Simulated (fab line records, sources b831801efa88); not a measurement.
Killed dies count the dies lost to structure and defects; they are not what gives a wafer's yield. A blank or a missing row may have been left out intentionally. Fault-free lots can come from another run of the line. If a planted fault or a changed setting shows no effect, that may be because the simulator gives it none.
Code-filled problem report in 8D (eight disciplines) form :: flow sky130 :: the parts of the form that need people (team, actions taken, sign-off) are left out

== 1. THE PROBLEM ==
At SKY_METAL4_STRIP_19, strip-time-to-endpoint-s averages 7.36 s over 3 wafers from 2 lots, while fault-free wafers read 6.50 s, standard deviation 0.071. That is +12 standard deviations from the usual mean.
The step: strips in O2/N2.
The first sign was on wafer L625.2 at day 44 17:24, on plasma-asher-04. At this step, 33 wafers from 11 lots have a number in the record. The rule behind "out" and "out of limits": a value lying over 4 standard deviations away from the usual mean. Any other wafer with a number is counted as sound.

== 2. WHAT THIS IS AND IS NOT ==
question: which readings at this step
is: strip-time-to-endpoint-s, oes-product-au
is not: drypump-motor-current-A

question: which lots
is: L625, L629
is not: L615, L617, L620, L626, L632, L633, L634, L637, L638

question: which wafers of those lots
is: L625.2, L629.4, L629.5
is not: L625.1, L625.6, L629.1

question: read on which tools
is: plasma-asher-03, plasma-asher-04
is not: plasma-asher-01

question: when
is: from day 44 17:24
is not: up to then (11 sound wafers); but 19 sound wafers of L626, L629, L632, L633, L634, L637, L638 came after

== 3. WHAT RULES OUT EACH SUSPECT ==
Counting: if a tool at a process step up to the reading ran every lot that is out, it stays a suspect. Sound lots after the first of them don't rule it out here, since some wafers of a struck lot are sound.
- pvd-sputter-01 at SKY_METAL4_SPUTTER_01 (material TiN, target thk 20 nm, time 16.7 s): kept. It ran every lot that is out, first L625 (day 42 19:15); its last sound lot up to then is L620 (day 41 06:33).
- rie-metal-04 at SKY_METAL4_METAL_ETCH_18 (etches the open film in Cl2/BCl3, stops on SiO2, target depth 845 nm, time 183.1 s): kept. It ran every lot that is out, first L625 (day 44 17:13); its last sound lot up to then is L620 (day 43 06:04).
What counting leaves: pvd-sputter-01 at SKY_METAL4_SPUTTER_01 and rie-metal-04 at SKY_METAL4_METAL_ETCH_18.

== 4. THE CAUSE (what the simulator had put in) ==
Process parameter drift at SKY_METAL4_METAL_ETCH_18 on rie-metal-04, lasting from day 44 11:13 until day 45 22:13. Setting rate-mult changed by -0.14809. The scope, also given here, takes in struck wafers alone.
Counting left 2 suspects, and this tool is among them.

== 5. THE CHAIN OF EFFECTS, in route order ==
Each row: a reading where the mean over the struck wafers with a number is more than 3 standard deviations away from the usual. Only readings for which the record gives a usual standard deviation are gone through. hours: the time from each lot's start at the first step in this table that gives one to its start at this step, as a median over the lots. sigmas: the change in usual standard deviations.
hours: 0
step: SKY_METAL4_STRIP_19
reading: oes-product-au
usual: 0.501 a.u.
on struck wafers: 0.541
change: +0.040
sigmas: +7.6

hours: 0
step: SKY_METAL4_STRIP_19
reading: strip-time-to-endpoint-s
usual: 6.50 s
on struck wafers: 7.36
change: +0.86
sigmas: +12
Here are the process steps it includes:
- SKY_METAL4_STRIP_19: strips in O2/N2.
Later measuring or inspecting steps at which every struck wafer that the step has a row for has a number for every such reading, and none has moved that far: SKY_VIA4_OVL_MEAS_11.

== 6. HOW IT WOULD HAVE BEEN CAUGHT EARLIER ==
6 hours passed between the start of the fault at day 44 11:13 and the first reading out of limits in this record, taken at day 44 17:24.
An alarm limit of 4 standard deviations would not have fired on the tool readings at SKY_METAL4_METAL_ETCH_18 for which the record gives a usual standard deviation, since none of them was out on any struck wafer.
Among the 2 lots that are out, L629 began SKY_METAL4_METAL_ETCH_18 on rie-metal-04 after day 44 17:24. It would have been spared by a hold on the tool at that moment.
